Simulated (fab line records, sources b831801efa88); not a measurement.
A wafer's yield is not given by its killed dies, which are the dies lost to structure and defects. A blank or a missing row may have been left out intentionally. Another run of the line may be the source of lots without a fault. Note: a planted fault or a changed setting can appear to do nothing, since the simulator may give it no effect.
A lot that was struck, set against a sound lot    flow sky130    17 steps out of a route of 708
Sound: these wafers, L267.2, L267.3, L267.4. Wafers struck: L256.2, L256.3, L256.5. The cause is named last.
For every step that has rows: the tool of each side, followed by ch and its chambers, followed by its first start. Under that, the readings that differ: sound wafers    struck wafers    difference of the means    sigmas: that difference in standard deviations of wafers without a fault.
alike: same words and numbers on both sides, and readings whose means sit less than 2 such deviations apart. not compared: any withheld reading, any reading some wafer has no value for, any bound like >300 that may hide the same value, and any number with overlapping values for which the record gives no deviation.
The two part at a step that has a row with sigmas, a row that says differs or no value, or rows on one side only. Numbers that don't overlap but have no deviation are shown without sigmas and don't part them. A reading missing from all wafers of one side parts the sides only when that side holds two or more wafers.

SKY_LDD_HVP_TW_MEAS_10:
  sound: filmMetro-04 at day 27 23:53; struck: filmMetro-01 at day 24 15:14
  alike: LDD_HVP_TW
then, 7 steps without rows for these wafers: SKY_LDD_LDN_DEHYDRATE_00 (time 60 s); SKY_LDD_LDN_HMDS_01 (prime time 60 s); SKY_LDD_LDN_COAT_02 (resist thk 1140 nm); SKY_LDD_LDN_SOFTBAKE_03 (time 60 s); SKY_LDD_LDN_EXPOSE_04 (exposes mask LDNTM, target cd 700 nm); SKY_LDD_LDN_PEB_05; SKY_LDD_LDN_DEVELOP_06 (develop time 60 s).
SKY_LDD_LDN_OVL_MEAS_07:
  sound: overlay-01 at day 29 03:36; struck: overlay-02 at day 25 20:00
  alike: LDD_LDN_OVL
then, 3 steps without rows for these wafers: SKY_LDD_LDN_IMPLANT_08; SKY_LDD_LDN_IMPLANT_09; SKY_LDD_LDN_IMPLANT_10.
SKY_LDD_LDN_IMPLANT_11:
  sound on implanter-01 ch 0, day 29 04:06; struck on implanter-02 ch 0, day 25 20:49
  alike: beamOnS
SKY_LDD_LDN_STRIP_12: strips in O2/N2.
  sound on plasmaAsher-01 ch 0,1, day 29 04:14; struck on plasmaAsher-01 ch 0,1, day 25 20:57
  alike: drypumpMotorCurrentA, oesProductAu, stripTimeToEndpointS
  not compared: rfHoursCounterH
SKY_LDD_LDN_TW_MEAS_13:
  sound: filmMetro-02 at day 29 04:20; struck: filmMetro-04 at day 25 21:04
reading     sound           struck          difference  sigmas
LDD_LDN_TW  1475 1484 1475  1581 1583 1581  +104        +15
then, 1 step without rows for these wafers: SKY_LDD_LDN_CLEAN_14 (cleans in SC1/SC2, time 150 s).
-- the record jumps here: 22 days lie between the struck wafers' starts before and after (it left off in module LDD_LDN and takes up again in module PAD_OPEN, whose first step shown is number 708 of the route) --
SKY_PAD_OPEN_PROBE_99:
  sound: prober-02 at day 50 01:20; struck: prober-02 at day 47 20:13
reading                       sound           struck          difference  sigmas
model.etest.tipSonos.rsOhmSq  2595 2543 2569  2316 2296 2319  -259        
  alike: killed_at_M0_to_M3, killed_at_M4_up, killedAtContacts, killedAtFrontEnd, killedAtOther, killedDies, killedOpen, killedShort

WHERE THEY PART
At SKY_LDD_LDN_TW_MEAS_13 and nowhere else, as far as this record goes. Later steps at which nothing parts them and some readings are alike: SKY_PAD_OPEN_PROBE_99.

WHY: what the simulator had put in
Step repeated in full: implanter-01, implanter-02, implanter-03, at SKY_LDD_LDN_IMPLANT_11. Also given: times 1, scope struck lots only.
